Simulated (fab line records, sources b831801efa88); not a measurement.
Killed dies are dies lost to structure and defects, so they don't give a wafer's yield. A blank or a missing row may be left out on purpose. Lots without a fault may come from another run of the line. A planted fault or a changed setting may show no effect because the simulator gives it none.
One fault seen from 2 desks | flow gf180mcu | each desk has only its own numbers; what lay behind them comes last

THE TOOL OWNER'S DESK: pvd_sputter-02
The tool's own readings at GF_M3_SPUTTER_04 (material TiN, target thk 50 nm, time 41.7 s): means of the sampled wafers that have a number, for each lot that ran on this tool. A lot is out of limits, marked OUT, if its mean lies more than 4 standard deviations from the usual mean; the brackets give that distance.
Columns: A = chamber_pressure_pa at GF_M3_SPUTTER_04, usual 0.4000 Pa; B = throttle_valve_pct at GF_M3_SPUTTER_04, usual 30.1 %
lot  | first seen here | A      | B
L386 | day 20 04:25    | 0.3996 | 30.8
L399 | day 24 21:11    | 0.4003 | 30.5
L400 | day 25 06:50    | 0.3996 | 29.9
L401 | day 25 14:02    | 0.3997 | 30.6
This desk's finding: nothing out of limits on any of the 4 lots.

THE METROLOGY DESK
What the gauges read, lot by lot, whatever tool the lot ran on: means of the sampled wafers that have a number. A lot is out of limits, marked OUT, if its mean lies more than 4 standard deviations from the usual mean; the brackets give that distance.
Columns: A = TOP_METAL_ALCU_THK at GF_TOP_METAL_THK_MEAS_06, usual 892 nm
lot  | first seen here | A
L386 | day 27 03:16    | 902
L387 | day 27 06:34    | 890
L389 | day 27 22:02    | 880
L391 | day 28 14:34    | 898
L399 | day 31 00:00    | 874
L400 | day 31 09:17    | 883
L401 | day 31 14:27    | 883
L403 | day 32 02:12    | 905
L404 | day 32 05:11    | 904
L407 | day 33 07:45    | 877
L408 | day 33 15:54    | 898
L409 | day 33 16:44    | 897
This desk's finding: nothing out of limits on any of the 12 lots.

PUT TOGETHER
The tool owner's desk saw nothing out of limits.
The metrology desk saw nothing out of limits.

WHAT THE SIMULATOR HAD PUT IN
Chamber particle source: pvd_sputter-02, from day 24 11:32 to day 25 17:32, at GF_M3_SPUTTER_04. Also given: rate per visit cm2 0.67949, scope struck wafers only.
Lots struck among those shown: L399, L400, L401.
